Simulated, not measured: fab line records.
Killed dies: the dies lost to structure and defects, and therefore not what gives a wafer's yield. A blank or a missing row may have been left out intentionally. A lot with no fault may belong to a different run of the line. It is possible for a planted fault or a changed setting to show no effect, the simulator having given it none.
Tool commonality check -- flow sky130 -- Lots sampled 13, wafers sampled 48

== WHY IT WAS OPENED ==
Of 13 lots, 3 have the reading VIA3_BOW flagged at SKY_VIA3_BOW_MEAS_03. Wafers without a fault read 78 um, standard deviation 7.8.
Rule: a lot is flagged when every wafer of it that has a number lies more than 4 standard deviations from that mean, or none has a number. The other lots count as sound.

lot,measured,on,"VIA3_BOW (um), wafer by wafer",flag
L704,day 38 06:32,filmMetro-04,78 69 82,
L708,day 39 22:35,filmMetro-04,79 58 82,
L710,day 40 14:05,filmMetro-01,77 69 62,
L711,day 41 03:16,filmMetro-01,80 72 64,
L714,day 42 00:12,filmMetro-04,88 75 72,
L718,day 42 20:34,filmMetro-04,81 80 76,
L719,day 43 08:40,filmMetro-04,80 87 74,
L721,day 43 15:48,filmMetro-02,74 83 98,
L723,day 44 03:55,filmMetro-02,153 154 154 - - -,FLAGGED
L724,day 44 07:16,filmMetro-02,141 144 128 - - -,FLAGGED
L725,day 44 12:21,filmMetro-02,129 136 124 - - -,FLAGGED
L726,day 44 19:14,filmMetro-02,69 87 80,
L727,day 45 02:05,filmMetro-04,90 78 82,
The mean of the flagged lots' numbers is 140 um, +62 um from the usual (+8 standard deviations).

== WHICH TOOL EACH LOT WENT THROUGH ==
Before the reading, the record contains 4 process steps out of a 708-step route. Read each cell as the tool, then ch plus the chambers that the sampled wafers visited, then the start.
lot,flag,SKY_VIA2_SPUTTER_20,SKY_VIA2_CVD_21,SKY_METAL3_SPUTTER_04,SKY_VIA3_CMP_02
L704,,"pvdSputter-02, day 35 23:35","cvdW-01 ch 0,1, day 35 23:38","pvdSputter-03, day 36 00:22","cmp-02 ch 1,2,3, day 38 06:20"
L708,,"pvdSputter-04, day 37 17:02","cvdW-01 ch 0,1, day 37 17:08","pvdSputter-02, day 37 17:49","cmp-02 ch 2,3, day 39 22:13"
L710,,"pvdSputter-04, day 38 10:05","cvdW-02 ch 0,1, day 38 10:09","pvdSputter-02, day 38 10:52","cmp-02 ch 0,2,3, day 40 13:46"
L711,,"pvdSputter-01, day 38 23:37","cvdW-01 ch 0,1, day 38 23:43","pvdSputter-02, day 39 00:23","cmp-01 ch 0,1, day 41 02:58"
L714,,"pvdSputter-04, day 39 21:23","cvdW-01 ch 0,1, day 39 21:29","pvdSputter-03, day 39 22:09","cmp-01 ch 0,3, day 41 23:52"
L718,,"pvdSputter-04, day 40 18:59","cvdW-01 ch 0,1, day 40 19:02","pvdSputter-03, day 40 19:46","cmp-01 ch 0,1,2, day 42 20:19"
L719,,"pvdSputter-04, day 41 07:01","cvdW-01 ch 0,1, day 41 07:05","pvdSputter-02, day 41 07:47","cmp-01 ch 0,2, day 43 08:24"
L721,,"pvdSputter-02, day 41 13:56","cvdW-01 ch 0,1, day 41 13:59","pvdSputter-02, day 41 14:43","cmp-01 ch 0,2,3, day 43 15:29"
L723,FLAGGED,"pvdSputter-04, day 42 02:46","cvdW-01 ch 0,1, day 42 02:49","pvdSputter-04, day 42 03:38","cmp-01 ch 0,2,3, day 44 03:37"
L724,FLAGGED,"pvdSputter-01, day 42 07:30","cvdW-02 ch 0,1, day 42 07:34","pvdSputter-02, day 42 08:17","cmp-02 ch 0,2,3, day 44 06:58"
L725,FLAGGED,"pvdSputter-01, day 42 12:20","cvdW-02 ch 0,1, day 42 12:26","pvdSputter-02, day 42 13:07","cmp-01 ch 1,2,3, day 44 12:07"
L726,,"pvdSputter-02, day 42 19:31","cvdW-01 ch 0,1, day 42 19:35","pvdSputter-04, day 42 20:17","cmp-02 ch 0,1, day 44 18:55"
L727,,"pvdSputter-02, day 43 02:05","cvdW-01 ch 0,1, day 43 02:08","pvdSputter-02, day 43 02:51","cmp-01 ch 0,3, day 45 01:50"
What is done by these steps:
- SKY_VIA2_SPUTTER_20: material TiN, target thk 20 nm, time 80 s.
- SKY_VIA2_CVD_21: deposits W, target thk 420 nm, time 126.4 s.
- SKY_METAL3_SPUTTER_04: material TiN, target thk 70 nm, time 58.3 s.
- SKY_VIA3_CMP_02: polishes SiO2.
- SKY_VIA3_BOW_MEAS_03

== FLAGGED AGAINST TOTAL, ONE TOOL AT A TIME (gauges that did the reading follow at the end) ==
step,tool,lots run,flagged,share of the flagged lots,sound lots run after its first flagged lot
SKY_VIA2_SPUTTER_20,pvdSputter-01,3,2,some,0
SKY_VIA2_SPUTTER_20,pvdSputter-02,4,0,none,-
SKY_VIA2_SPUTTER_20,pvdSputter-04,6,1,some,0
SKY_VIA2_CVD_21,cvdW-01,10,1,some,"2 (L726,L727)"
SKY_VIA2_CVD_21,cvdW-02,3,2,some,0
SKY_METAL3_SPUTTER_04,pvdSputter-02,8,2,some,1 (L727)
SKY_METAL3_SPUTTER_04,pvdSputter-03,3,0,none,-
SKY_METAL3_SPUTTER_04,pvdSputter-04,2,1,some,1 (L726)
SKY_VIA3_CMP_02,cmp-01,8,2,some,1 (L727)
SKY_VIA3_CMP_02,cmp-02,5,1,some,1 (L726)
SKY_VIA3_BOW_MEAS_03,filmMetro-01,2,0,none,-
SKY_VIA3_BOW_MEAS_03,filmMetro-02,5,3,all,1 (L726)
SKY_VIA3_BOW_MEAS_03,filmMetro-04,6,0,none,-

== WHAT IS ALLOWED BY THE TABLE ==
In the table, 1 row covers all flagged lots: filmMetro-02 at SKY_VIA3_BOW_MEAS_03.
- filmMetro-02 at SKY_VIA3_BOW_MEAS_03: 3 of its 5 lots flagged. Lots that were sound ran on it after the first flagged one (L726); a persistent fault on the entire tool would not allow that.
No row of the table ran every flagged lot and no sound lot after the first.

== WHAT THE SIMULATOR HAD PUT IN ==
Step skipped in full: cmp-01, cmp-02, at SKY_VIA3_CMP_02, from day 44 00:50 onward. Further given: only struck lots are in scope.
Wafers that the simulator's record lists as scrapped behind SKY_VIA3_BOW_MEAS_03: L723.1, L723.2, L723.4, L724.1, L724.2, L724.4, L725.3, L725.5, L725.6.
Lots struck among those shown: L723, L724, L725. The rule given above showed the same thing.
